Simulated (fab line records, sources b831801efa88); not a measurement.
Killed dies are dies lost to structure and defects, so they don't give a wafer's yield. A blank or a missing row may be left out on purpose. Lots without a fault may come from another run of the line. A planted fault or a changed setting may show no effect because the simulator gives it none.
Which tool did it? | flow sky130 | 6 lots, 18 wafers sampled, at 2 steps of a route of 708

WHAT THE GAUGES READ, wafer by wafer
SKY_GATE_OXIDE_TW_MEAS_14.
lot  | measured     | on            | GATE_OXIDE_TW
L985 | day 15 21:53 | film_metro-03 | 222.0 221.5 221.4
L989 | day 17 12:39 | film_metro-02 | 226.6 224.8 225.8
L992 | day 18 13:08 | film_metro-03 | 218.7 220.1 220.2
L994 | day 19 03:00 | film_metro-02 | 224.8 226.9 225.4
L996 | day 20 09:05 | film_metro-04 | 223.0 224.5 222.3
L102 | day 22 01:11 | film_metro-04 | 224.1 222.8 223.4

WHICH TOOL RAN EACH LOT (tool, then ch and the chambers of the sampled wafers, then the start)
lot  | SKY_GATE_OXIDE_IMPLANT_11
L985 | implanter-01 ch 0, day 15 21:32
L989 | implanter-03 ch 0, day 17 12:19
L992 | implanter-01 ch 0, day 18 12:47
L994 | implanter-03 ch 0, day 19 02:39
L996 | implanter-03 ch 0, day 20 08:44
L102 | implanter-03 ch 0, day 22 00:52
- SKY_GATE_OXIDE_IMPLANT_11

THE ANSWER, worked out from the rows above alone
Rule: what is usual is taken from the lots themselves. Put in order of their means at a reading, lots are off if they are a third of the lots or fewer, leave a main group of 4 or more, and stand apart from it by a gap of 3 or more times the standard deviation of the main group's means; of several such gaps the widest counts. A main group whose means are all the same, to the digits that the tables above print for the reading, isn't used. A lot without any number at a reading at which 4 lots or more have one is off too. The other lots that the step has rows for count as sound.
No lot is off at any reading shown: from this, nothing can be told.

WHAT THE SIMULATOR HAD PUT IN
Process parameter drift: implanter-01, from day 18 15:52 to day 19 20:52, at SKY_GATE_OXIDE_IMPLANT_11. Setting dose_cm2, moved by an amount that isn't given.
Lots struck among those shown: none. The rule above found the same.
